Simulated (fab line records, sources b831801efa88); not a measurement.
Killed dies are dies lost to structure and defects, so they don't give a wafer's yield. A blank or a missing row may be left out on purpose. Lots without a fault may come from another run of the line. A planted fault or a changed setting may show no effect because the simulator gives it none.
fab line records | flow sky130
record lots=24 wafers=72 last_day=50
route steps=708 shown METAL1@437 VIA3@588 METAL4@629 VIA4@651 METAL5@667 PASSIVATION@682
lots that met no fault: from a run of the same line without faults
start_h: hours from the record's first day to the start of the lot's first wafer shown | wait_h: hours since the lot's step before | " the same as in the row above | L1.1+2: a row that stands for several wafers | - no value, or no start given | * or withheld: withheld | < > ~ a bound
route shown NAME@n: a module of which the file shows steps, and the number in the route of the first | usual: mean/standard deviation of fault-free wafers | same: alike in all rows | chamber/n: place in a boat | sites: the reading at each site | _std_site: their standard deviation | _edge_site: outer sites' mean less inner sites' | radius_mm: how far each site lies from the wafer's centre | mask NAME#n: copy n | behind: the tool/chamber that last shaped the wafer | hold: why the lot was held/for how many hours/how that ended | device: the transistor (n, p or np) that didn't switch | end of line: the same wafers' tests at the end of the route | a step without rows: its recipe alone | killed: dies lost to structure and defects at the first sort, not the wafer's yield | map: a wafer's dies, x killed, . not, _ none there
set.NAME: the setting as run; set.NAME@STEP: as run at that earlier step | model.NAME: the simulator's own value behind a step, which no gauge read
steps of the route over a sample of lots; a table a step, a row a wafer
services: from which hour (start_h, from the record's first day; less than 0 if before it) a tool's chamber was out of use, for how many hours, and why
## steps
# step SKY_METAL1_SPUTTER_03
# recipe material=Ti target_thk_nm=5 power_w=3000 time_s=3.3 chamber_pressure_pa=0.4
# usual chamber_pressure_pa=0.4002/0.00074 throttle_valve_pct=30.3/1
# columns lot.wafer tool chamber start_h wait_h chamber_pressure_pa throttle_valve_pct
L074.2 pvd_sputter-03 - 734.57 0.0 0.3995 30.8
L074.5 " - " " 0.4003 30.4
L074.6 " - " " 0.3997 30.1
L075.2 pvd_sputter-01 - 743.12 0.0 0.3999 28.7
L075.3 " - " " 0.4002 31.5
L075.6 " - " " 0.3992 28.8
L076.1 pvd_sputter-01 - 774.97 0.0 0.3998 28.9
L076.3 " - " " 0.3984 29.2
L076.6 " - " " 0.3998 31.3
L077.2 pvd_sputter-01 - 779.14 0.0 0.4013 29.8
L077.4 " - " " 0.4002 28.6
L077.5 " - " " 0.3991 31.1
L079.1 pvd_sputter-02 - 779.81 0.0 0.4008 31.2
L079.2 " - " " 0.4004 29.8
L079.4 " - " " 0.4001 30.6
L080.1 pvd_sputter-01 - 781.04 0.0 0.3989 29.2
L080.2 " - " " 0.3991 31.2
L080.5 " - " " 0.4010 31.5
L078.1 pvd_sputter-02 - 781.83 0.0 0.4003 29.7
L078.2 " - " " 0.4004 31.3
L078.4 " - " " 0.4014 31.7
L081.1 pvd_sputter-02 - 785.45 0.0 0.4001 30.7
L081.3 " - " " 0.4005 31.4
L081.4 " - " " 0.4013 32.1
L082.1 pvd_sputter-01 - 796.99 0.0 0.4006 28.5
L082.5 " - " " 0.4007 28.7
L082.6 " - " " 0.3989 30.0
L083.2 pvd_sputter-01 - 807.31 0.0 0.4007 28.6
L083.5 " - " " 0.4004 31.2
L083.6 " - " " 0.4007 28.5
L085.4 pvd_sputter-01 - 819.21 0.0 0.3996 31.1
L085.5 " - " " 0.3992 28.9
L085.6 " - " " 0.4012 29.8
L084.1 pvd_sputter-02 - 820.10 0.0 0.3999 32.0
L084.4 " - " " 0.3999 29.6
L084.5 " - " " 0.3998 30.6
L086.1 pvd_sputter-02 - 831.88 0.0 0.4006 31.9
L086.3 " - " " 0.4002 30.8
L086.4 " - " " 0.4001 29.8
L089.2 pvd_sputter-03 - 862.90 0.0 0.4006 29.6
L089.3 " - " " 0.3999 30.3
L089.4 " - " " 0.4001 30.1
L087.1 pvd_sputter-01 - 863.82 0.0 0.3994 28.8
L087.3 " - " " 0.4002 29.3
L087.4 " - " " 0.4001 31.2
L088.3 pvd_sputter-03 - 864.12 0.0 0.4007 30.4
L088.4 " - " " 0.4003 30.4
L088.5 " - " " 0.4006 30.4
L090.2 pvd_sputter-02 - 866.95 0.0 0.4007 29.5
L090.3 " - " " 0.4007 31.7
L090.4 " - " " 0.4011 30.5
L091.4 pvd_sputter-01 - 870.01 0.0 0.4002 31.4
L091.5 " - " " 0.4017 29.1
L091.6 " - " " 0.3995 31.4
L092.3 pvd_sputter-02 - 873.85 0.0 0.3997 30.3
L092.4 " - " " 0.4003 31.4
L092.6 " - " " 0.4003 30.4
L093.3 pvd_sputter-03 - 876.61 0.0 0.3999 30.3
L093.4 " - " " 0.3992 30.1
L093.5 " - " " 0.4001 29.6
L094.2 pvd_sputter-01 - 886.73 0.0 0.4002 31.1
L094.3 " - " " 0.4013 28.7
L094.6 " - " " 0.3998 28.9
L095.2 pvd_sputter-03 - 895.36 0.0 0.4001 30.6
L095.3 " - " " 0.3994 30.1
L095.6 " - " " 0.3997 30.4
L096.4 pvd_sputter-03 - 899.00 0.0 0.4010 30.4
L096.5 " - " " 0.4016 30.4
L096.6 " - " " 0.4005 32.2
L097.1 pvd_sputter-01 - 905.23 0.0 0.3987 31.3
L097.3 " - " " 0.4004 28.9
L097.4 " - " " 0.4004 29.8
# step SKY_VIA3_ETCH_15
# recipe target=SiO2 chemistry=C4F8/O2/Ar target_depth_nm=507 stop_on=TiN mask_material=KrF-thick source_w=1546 bias_w=1200 pressure_mtorr=40 c4f8_flow_sccm=withheld O2_flow_sccm=6 Ar_flow_sccm=300 time_s=78
# usual oes_product_au=0.946/0.0046
# columns lot.wafer tool chamber start_h wait_h oes_product_au rf_hours_counter_h
L074.2 rie_diel-02 3 925.91 0.0 0.945 13
L074.5 " 0 " " 0.948 -
L074.6 " 3 " " 0.951 -
L075.2 rie_diel-01 3 936.01 0.0 0.948 3
L075.3 " 2 " " 0.947 1
L075.6 " 0 " " 0.953 -
L076.1 rie_diel-02 1 963.36 0.0 0.951 20
L076.3 " 2 " " 0.938 23
L076.6 " 0 " " 0.942 -
L077.2 rie_diel-01 0 964.51 0.0 0.955 17
L077.4 " 3 " " 0.946 3
L077.5 " 0 " " 0.949 -
L079.1 rie_diel-03 0 968.62 0.0 0.951 21
L079.2 " 2 " " 0.945 22
L079.4 " 3 " " 0.957 19
L078.1 rie_diel-02 0 970.47 0.0 0.950 13
L078.2 " 2 " " 0.947 23
L078.4 " 3 " " 0.949 14
L080.1 rie_diel-01 0 970.56 0.0 0.944 17
L080.2 " 3 " " 0.948 4
L080.5 " 3 " " 0.939 -
L081.1 rie_diel-02 0 974.01 0.0 0.939 13
L081.3 " 2 " " 0.946 23
L081.4 " 3 " " 0.948 14
L082.1 rie_diel-01 2 991.12 0.0 0.942 2
L082.5 " 0 " " 0.952 -
L082.6 " 1 " " 0.939 -
L083.2 rie_diel-02 0 993.02 0.0 0.948 14
L083.5 " 1 " " 0.935 -
L083.6 " 0 " " 0.942 -
L085.4 rie_diel-03 2 1001.60 0.0 0.945 23
L085.5 " 0 " " 0.952 -
L085.6 " 3 " " 0.946 -
L084.1 rie_diel-01 1 1002.27 0.0 0.949 20
L084.4 " 0 " " 0.943 18
L084.5 " 3 " " 0.942 -
L086.1 rie_diel-02 2 1015.97 0.0 0.952 25
L086.3 " 1 " " 0.942 21
L086.4 " 3 " " 0.932 15
L089.2 rie_diel-01 1 1041.15 0.0 0.950 21
L089.3 " 0 " " 0.942 19
L089.4 " 2 " " 0.939 4
L087.1 rie_diel-03 2 1044.31 0.0 0.956 24
L087.3 " 0 " " 0.954 23
L087.4 " 3 " " 0.951 22
L088.3 rie_diel-02 0 1044.50 0.0 0.955 15
L088.4 " 3 " " 0.940 17
L088.5 " 2 " " 0.935 -
L090.2 rie_diel-03 3 1044.66 0.0 0.944 22
L090.3 " 1 " " 0.945 17
L090.4 " 2 " " 0.950 24
L091.4 rie_diel-03 3 1046.08 0.0 0.943 22
L091.5 " 3 " " 0.945 -
L091.6 " 0 " " 0.941 -
L092.3 rie_diel-02 1 1048.97 0.0 0.945 23
L092.4 " 2 " " 0.941 26
L092.6 " 1 " " 0.951 -
L093.3 rie_diel-03 2 1050.20 0.0 0.946 25
L093.4 " 0 " " 0.948 24
L093.5 " 2 " " 0.949 -
L094.2 rie_diel-03 2 1061.56 0.0 0.946 25
L094.3 " 1 " " 0.948 18
L094.6 " 0 " " 0.940 -
L095.2 rie_diel-03 2 1067.00 0.0 0.952 25
L095.3 " 0 " " 0.944 25
L095.6 " 0 " " 0.953 -
L096.4 rie_diel-03 3 1070.95 0.0 0.939 -
L096.5 " 1 " " 0.948 -
L096.6 " 2 " " 0.942 -
L097.1 rie_diel-01 0 1073.32 0.0 0.944 21
L097.3 " 1 " " 0.946 23
L097.4 " 2 " " 0.947 5
# step SKY_METAL4_CD_MEAS_13
# recipe target_cd_nm=300
# usual cd_nm=299.9/1.3
# columns lot.wafer tool chamber start_h wait_h cd_nm
L074.2 cd_sem-02 - 977.09 - 300.4
L074.5 " - " " 301.8
L074.6 " - " " 299.8
L075.2 cd_sem-02 - 986.39 - 299.6
L075.3 " - " " 299.0
L075.6 " - " " 299.0
L076.1 cd_sem-02 - 1011.22 - 300.8
L076.3 " - " " 299.6
L076.6 " - " " 300.7
L077.2 cd_sem-01 - 1012.28 - 298.9
L077.4 " - " " 299.2
L077.5 " - " " 299.8
L079.1 cd_sem-02 - 1017.21 - 296.3
L079.2 " - " " 296.1
L079.4 " - " " 296.7
L078.1 cd_sem-01 - 1018.16 - 299.7
L078.2 " - " " 299.4
L078.4 " - " " 300.4
L080.1 cd_sem-02 - 1018.67 - 299.1
L080.2 " - " " 297.9
L080.5 " - " " 297.9
L081.1 cd_sem-02 - 1020.99 - 301.8
L081.3 " - " " 301.0
L081.4 " - " " 301.1
L082.1 cd_sem-01 - 1036.84 - 298.0
L082.5 " - " " 298.5
L082.6 " - " " 298.6
L083.2 cd_sem-01 - 1040.31 - 301.3
L083.5 " - " " 300.1
L083.6 " - " " 300.8
L085.4 cd_sem-01 - 1047.88 - 301.0
L085.5 " - " " 301.6
L085.6 " - " " 300.6
L084.1 cd_sem-01 - 1049.04 - 300.4
L084.4 " - " " 300.4
L084.5 " - " " 300.3
L086.1 cd_sem-01 - 1060.94 - 298.4
L086.3 " - " " 297.7
L086.4 " - " " 298.0
L089.2 cd_sem-01 - 1086.76 - 300.1
L089.3 " - " " 299.9
L089.4 " - " " 300.3
L087.1 cd_sem-02 - 1088.47 - 296.8
L087.3 " - " " 297.8
L087.4 " - " " 297.8
L088.3 cd_sem-01 - 1089.50 - 301.1
L088.4 " - " " 301.2
L088.5 " - " " 300.9
L090.2 cd_sem-02 - 1089.94 - 301.3
L090.3 " - " " 300.7
L090.4 " - " " 300.6
L091.4 cd_sem-01 - 1090.22 - 299.7
L091.5 " - " " 299.5
L091.6 " - " " 299.2
L092.3 cd_sem-02 - 1092.71 - 300.2
L092.4 " - " " 299.5
L092.6 " - " " 300.2
L093.3 cd_sem-01 - 1093.41 - 300.9
L093.4 " - " " 300.1
L093.5 " - " " 302.0
L094.2 cd_sem-02 - 1105.24 - 301.7
L094.3 " - " " 301.2
L094.6 " - " " 300.9
L095.2 cd_sem-01 - 1109.74 - 300.9
L095.3 " - " " 300.5
L095.6 " - " " 301.5
L096.4 cd_sem-02 - 1113.72 - 300.0
L096.5 " - " " 299.1
L096.6 " - " " 298.6
L097.1 cd_sem-01 - 1116.54 - 299.8
L097.3 " - " " 300.5
L097.4 " - " " 299.0
# step SKY_VIA4_ETCH_12
# recipe target=SiO2 chemistry=C4F8/O2/Ar stop_on=TiN mask_material=NOVOLAK source_w=1500 bias_w=1200 pressure_mtorr=40 c4f8_flow_sccm=withheld O2_flow_sccm=6 Ar_flow_sccm=300 time_s=withheld target_depth_a=5800
# usual oes_product_au=0.926/0.0045
# columns lot.wafer tool chamber start_h wait_h oes_product_au
L074.2 rie_diel-01 2 1001.53 0.0 0.932
L074.5 " 2 " " 0.922
L074.6 " 1 " " 0.927
L075.2 rie_diel-01 3 1010.93 0.0 0.931
L075.3 " 2 " " 0.928
L075.6 " 3 " " 0.926
L076.1 rie_diel-04 2 1035.38 0.0 0.925
L076.3 " 3 " " 0.932
L076.6 " 0 " " 0.931
L077.2 rie_diel-03 2 1036.20 0.0 0.918
L077.4 " 1 " " 0.928
L077.5 " 3 " " 0.918
L079.1 rie_diel-03 2 1040.70 0.0 0.937
L079.2 " 0 " " 0.921
L079.4 " 1 " " 0.926
L078.1 rie_diel-04 2 1041.43 0.0 0.932
L078.2 " 1 " " 0.931
L078.4 " 3 " " 0.920
L080.1 rie_diel-01 3 1043.80 0.0 0.924
L080.2 " 1 " " 0.926
L080.5 " 0 " " 0.923
L081.1 rie_diel-01 3 1045.53 0.0 0.929
L081.3 " 0 " " 0.932
L081.4 " 2 " " 0.923
L082.1 rie_diel-03 1 1059.68 0.0 0.932
L082.5 " 0 " " 0.924
L082.6 " 1 " " 0.930
L083.2 rie_diel-03 2 1063.04 0.0 0.930
L083.5 " 0 " " 0.932
L083.6 " 3 " " 0.925
L085.4 rie_diel-01 0 1069.89 0.0 0.921
L085.5 " 2 " " 0.916
L085.6 " 3 " " 0.933
L084.1 rie_diel-03 1 1071.38 0.0 0.923
L084.4 " 2 " " 0.924
L084.5 " 1 " " 0.930
L086.1 rie_diel-03 2 1083.04 0.0 0.935
L086.3 " 3 " " 0.926
L086.4 " 1 " " 0.927
L089.2 rie_diel-04 1 1109.24 0.0 0.925
L089.3 " 3 " " 0.926
L089.4 " 2 " " 0.924
L087.1 rie_diel-04 0 1111.49 0.0 0.922
L087.3 " 1 " " 0.926
L087.4 " 3 " " 0.932
L088.3 rie_diel-01 3 1112.35 0.0 0.927
L088.4 " 0 " " 0.924
L088.5 " 1 " " 0.936
L090.2 rie_diel-04 1 1112.65 0.0 0.929
L090.3 " 3 " " 0.939
L090.4 " 0 " " 0.926
L091.4 rie_diel-03 1 1112.88 0.0 0.930
L091.5 " 1 " " 0.924
L091.6 " 2 " " 0.924
L092.3 rie_diel-01 3 1114.80 0.0 0.919
L092.4 " 0 " " 0.927
L092.6 " 1 " " 0.927
L093.3 rie_diel-03 0 1115.10 0.0 0.920
L093.4 " 3 " " 0.926
L093.5 " 2 " " 0.929
L094.2 rie_diel-04 2 1124.83 0.0 0.927
L094.3 " 1 " " 0.919
L094.6 " 2 " " 0.925
L095.2 rie_diel-01 2 1130.50 0.0 0.926
L095.3 " 0 " " 0.916
L095.6 " 0 " " 0.928
L096.4 rie_diel-03 3 1135.44 0.0 0.918
L096.5 " 1 " " 0.921
L096.6 " 0 " " 0.925
L097.1 rie_diel-01 1 1137.24 0.0 0.932
L097.3 " 0 " " 0.928
L097.4 " 3 " " 0.922
# step SKY_METAL5_THK_MEAS_06
# recipe thk_meas_gauge=xrf reads=AlCu_of_METAL5_SPUTTER_02
# usual METAL5_ALCU_THK=1141/12
# columns lot.wafer tool chamber start_h wait_h METAL5_ALCU_THK[nm]
L074.2 film_metro-04 - 1003.18 0.1 1112
L074.5 " - " " 1119
L074.6 " - " " 1119
L075.2 film_metro-04 - 1012.67 0.1 1126
L075.3 " - " " 1137
L075.6 " - " " 1132
L076.1 film_metro-03 - 1037.02 0.1 1143
L076.3 " - " " 1134
L076.6 " - " " 1137
L077.2 film_metro-04 - 1038.14 0.1 1147
L077.4 " - " " 1139
L077.5 " - " " 1137
L079.1 film_metro-04 - 1042.40 0.1 1133
L079.2 " - " " 1137
L079.4 " - " " 1138
L078.1 film_metro-01 - 1043.08 0.1 1141
L078.2 " - " " 1151
L078.4 " - " " 1140
L080.1 film_metro-04 - 1045.50 0.1 1132
L080.2 " - " " 1126
L080.5 " - " " 1130
L081.1 film_metro-04 - 1047.18 0.1 1133
L081.3 " - " " 1123
L081.4 " - " " 1128
L082.1 film_metro-04 - 1061.32 0.1 1143
L082.5 " - " " 1161
L082.6 " - " " 1145
L083.2 film_metro-03 - 1064.69 0.1 1134
L083.5 " - " " 1135
L083.6 " - " " 1134
L085.4 film_metro-01 - 1071.70 0.1 1126
L085.5 " - " " 1134
L085.6 " - " " 1139
L084.1 film_metro-01 - 1073.02 0.1 1154
L084.4 " - " " 1164
L084.5 " - " " 1163
L086.1 film_metro-04 - 1085.06 0.1 1144
L086.3 " - " " 1138
L086.4 " - " " 1135
L089.2 film_metro-01 - 1112.15 0.1 1171
L089.3 " - " " 1163
L089.4 " - " " 1142
L087.1 film_metro-01 - 1113.64 0.1 1126
L087.3 " - " " 1142
L087.4 " - " " 1144
L088.3 film_metro-04 - 1114.56 0.1 1124
L088.4 " - " " 1130
L088.5 " - " " 1130
L090.2 film_metro-04 - 1115.15 0.1 1132
L090.3 " - " " 1130
L090.4 " - " " 1135
L091.4 film_metro-01 - 1116.07 0.1 1145
L091.5 " - " " 1135
L091.6 " - " " 1147
L093.3 film_metro-04 - 1117.34 0.1 1128
L093.4 " - " " 1144
L093.5 " - " " 1129
L092.3 film_metro-01 - 1117.56 0.1 1148
L092.4 " - " " 1149
L092.6 " - " " 1137
L094.2 film_metro-04 - 1126.55 0.1 1153
L094.3 " - " " 1161
L094.6 " - " " 1136
L095.2 film_metro-01 - 1132.23 0.1 1166
L095.3 " - " " 1158
L095.6 " - " " 1175
L096.4 film_metro-01 - 1137.68 0.1 1148
L096.5 " - " " 1143
L096.6 " - " " 1156
L097.1 film_metro-03 - 1139.04 0.1 1127
L097.3 " - " " 1134
L097.4 " - " " 1156
# step SKY_PASSIVATION_THK_MEAS_01
# recipe reads=SiO2_of_PASSIVATION_CVD_00
# usual PASSIVATION_CVD_00_THK=89.6/1.1
# columns lot.wafer tool chamber start_h wait_h PASSIVATION_CVD_00_THK[nm]
L074.2 film_metro-03 - 1025.34 - 88.7
L074.5 " - " " 90.2
L074.6 " - " " 90.3
L075.2 film_metro-02 - 1035.80 - 89.0
L075.3 " - " " 88.5
L075.6 " - " " 90.5
L076.1 film_metro-01 - 1058.80 - 88.3
L076.3 " - " " 88.7
L076.6 " - " " 89.6
L077.2 film_metro-03 - 1060.70 - 87.9
L077.4 " - " " 89.0
L077.5 " - " " 89.3
L079.1 film_metro-02 - 1065.42 - 88.8
L079.2 " - " " 88.9
L079.4 " - " " 91.0
L078.1 film_metro-01 - 1066.58 - 90.6
L078.2 " - " " 89.6
L078.4 " - " " 91.3
L080.1 film_metro-03 - 1067.34 - 88.5
L080.2 " - " " 87.8
L080.5 " - " " 89.4
L081.1 film_metro-03 - 1068.99 - 88.5
L081.3 " - " " 88.7
L081.4 " - " " 89.2
L082.1 film_metro-01 - 1082.00 - 88.7
L082.5 " - " " 90.8
L082.6 " - " " 90.4
L083.2 film_metro-02 - 1086.20 - 88.3
L083.5 " - " " 89.8
L083.6 " - " " 89.7
L085.4 film_metro-01 - 1093.12 - 90.2
L085.5 " - " " 90.1
L085.6 " - " " 90.3
L084.1 film_metro-02 - 1094.19 - 89.0
L084.4 " - " " 89.9
L084.5 " - " " 89.9
L086.1 film_metro-03 - 1106.17 - 87.0
L086.3 " - " " 88.8
L086.4 " - " " 90.0
L089.2 film_metro-01 - 1131.73 - 88.3
L089.3 " - " " 87.7
L089.4 " - " " 89.5
L087.1 film_metro-01 - 1133.38 - 88.9
L087.3 " - " " 88.8
L087.4 " - " " 90.3
L088.3 film_metro-01 - 1134.10 - 88.9
L088.4 " - " " 90.3
L088.5 " - " " 91.1
L090.2 film_metro-02 - 1135.55 - 89.5
L090.3 " - " " 89.4
L090.4 " - " " 92.0
L091.4 film_metro-02 - 1136.56 - 90.1
L091.5 " - " " 89.7
L091.6 " - " " 91.0
L093.3 film_metro-02 - 1137.20 - 90.4
L093.4 " - " " 91.0
L093.5 " - " " 90.0
L092.3 film_metro-01 - 1137.35 - 89.6
L092.4 " - " " 90.9
L092.6 " - " " 91.0
L094.2 film_metro-02 - 1145.28 - 88.8
L094.3 " - " " 89.2
L094.6 " - " " 89.9
L095.2 film_metro-03 - 1151.00 - 89.3
L095.3 " - " " 90.5
L095.6 " - " " 90.1
L096.4 film_metro-03 - 1157.42 - 90.8
L096.5 " - " " 90.8
L096.6 " - " " 91.1
L097.1 film_metro-02 - 1158.39 - 90.0
L097.3 " - " " 89.4
L097.4 " - " " 92.4
## services
# columns tool chamber start_h hours kind
pvd_sputter-01 - 718.13 2.9 repair
rie_diel-01 2 718.29 31.3 repair
rie_diel-02 - 721.08 2.8 pm
rie_diel-02 3 769.98 4.3 repair
rie_diel-03 1 775.30 7.5 repair
rie_diel-01 0 777.66 12.4 repair
rie_diel-03 - 817.39 2.8 pm
rie_diel-01 0 855.01 3.0 repair
rie_diel-03 1 869.56 4.3 repair
rie_diel-02 0 881.31 9.3 repair
rie_diel-03 - 896.63 2.2 repair
rie_diel-02 2 929.06 3.3 repair
rie_diel-01 0 937.64 1.4 repair
rie_diel-02 0 941.70 5.2 repair
pvd_sputter-01 - 946.54 2.2 repair
rie_diel-03 3 956.89 4.4 repair
rie_diel-02 1 997.30 13.1 repair
rie_diel-03 0 1051.92 1.3 repair
rie_diel-03 0 1069.02 7.7 repair
rie_diel-03 - 1077.86 0.8 repair
rie_diel-01 2 1086.77 3.2 repair
rie_diel-03 1 1090.39 8.3 repair
rie_diel-03 1 1120.72 2.8 repair
rie_diel-01 1 1129.18 1.7 repair
## key
fault none
